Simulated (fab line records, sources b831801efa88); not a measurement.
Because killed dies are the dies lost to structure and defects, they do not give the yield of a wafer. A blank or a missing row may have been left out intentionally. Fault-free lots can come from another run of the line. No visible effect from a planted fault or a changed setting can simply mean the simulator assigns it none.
A struck lot beside a sound one :: flow sky130 :: 18 steps out of a route of 708
Sound: these wafers, L632.1, L632.5, L632.6. Struck: wafers L639.1, L639.4, L639.6. Last of all comes the cause.
At each step with rows: each side's tool, then ch and its chambers, then its first start. Under that, the readings that differ: sound wafers :: struck wafers :: difference of the means :: sigmas: that difference in standard deviations of wafers without a fault.
alike: readings whose means differ by less than 2 such deviations, and words and numbers that are the same on both sides. not compared: withheld readings, readings that some wafer has no value for, bounds like >300 that may hide the same value, and numbers for which the record gives no deviation and whose values overlap.
The two part at a step that has a row with sigmas, a row that says differs or no value, or rows on one side only. Numbers that don't overlap but have no deviation are shown without sigmas and don't part them. A reading that every wafer of one side lacks parts them only if that side has two wafers or more.

SKY_LDD_HVP_STRIP_09: strips in O2/N2.
  sound on plasmaAsher-01 ch 0,1, day 24 06:12; struck on plasmaAsher-03 ch 1, day 26 19:33
  alike: drypumpMotorCurrentA, oesProductAu, stripTimeToEndpointS
  not compared: rfHoursCounterH
SKY_LDD_HVP_TW_MEAS_10:
  sound on filmMetro-02 at day 24 06:18; struck on filmMetro-04 at day 26 19:39
reading: LDD_HVP_TW
sound: 475 474 476
struck: 454 452 455
difference: -21
sigmas: -2
then, 7 steps without rows for these wafers: SKY_LDD_LDN_DEHYDRATE_00 (time 60 s); SKY_LDD_LDN_HMDS_01 (prime time 60 s); SKY_LDD_LDN_COAT_02 (resist thk 1140 nm); SKY_LDD_LDN_SOFTBAKE_03 (time 60 s); SKY_LDD_LDN_EXPOSE_04 (exposes mask LDNTM, target cd 700 nm); SKY_LDD_LDN_PEB_05; SKY_LDD_LDN_DEVELOP_06 (develop time 60 s).
SKY_LDD_LDN_OVL_MEAS_07:
  sound on overlay-01 at day 25 11:52; struck on overlay-02 at day 28 00:04
  alike: LDD_LDN_OVL
then, 2 steps without rows for these wafers: SKY_LDD_LDN_IMPLANT_08; SKY_LDD_LDN_IMPLANT_09.
SKY_LDD_LDN_IMPLANT_10:
  sound on implanter-02 ch 0, day 25 12:13; struck on implanter-01 ch 0, day 28 00:43
  alike: endStationPressureTorr, rotationDeg
after that, 1 step had no rows for these wafers: SKY_LDD_LDN_IMPLANT_11.
SKY_LDD_LDN_STRIP_12: strips in O2/N2.
  sound on plasmaAsher-04 ch 0,1, day 25 12:31; struck on plasmaAsher-04 ch 0,1, day 28 01:01
  alike: drypumpMotorCurrentA, oesProductAu, stripTimeToEndpointS
  not compared: rfHoursCounterH
SKY_LDD_LDN_TW_MEAS_13:
  sound on filmMetro-03 at day 25 12:37; struck on filmMetro-01 at day 28 01:07
reading: LDD_LDN_TW
sound: 1465 1465 1465
struck: 1571 1551 1557
difference: +95
sigmas: +11
then, 1 step without rows for these wafers: SKY_LDD_LDN_CLEAN_14 (cleans in SC1/SC2, time 150 s).
-- the record jumps here: 21 days lie between the struck wafers' starts before and after (it left off in module LDD_LDN and takes up again in module PAD_OPEN, whose first step shown is number 708 of the route) --
SKY_PAD_OPEN_PROBE_99:
  sound on prober-02 at day 47 11:46; struck on prober-02 at day 49 02:43
reading: model.etest.tipSonos.rsOhmSq
sound: 2706 2681 2668
struck: 2448 2475 2489
difference: -214
sigmas: 
  alike: killed_at_M0_to_M3, killed_at_M4_up, killedAtContacts, killedAtFrontEnd, killedAtOther, killedDies, killedOnRim, killedOpen, killedShort

WHERE THEY PART
First at SKY_LDD_HVP_TW_MEAS_10; last, within this record, at SKY_LDD_LDN_TW_MEAS_13. Later steps at which nothing parts them and some readings are alike: SKY_PAD_OPEN_PROBE_99.

WHY: the cause the simulator had injected
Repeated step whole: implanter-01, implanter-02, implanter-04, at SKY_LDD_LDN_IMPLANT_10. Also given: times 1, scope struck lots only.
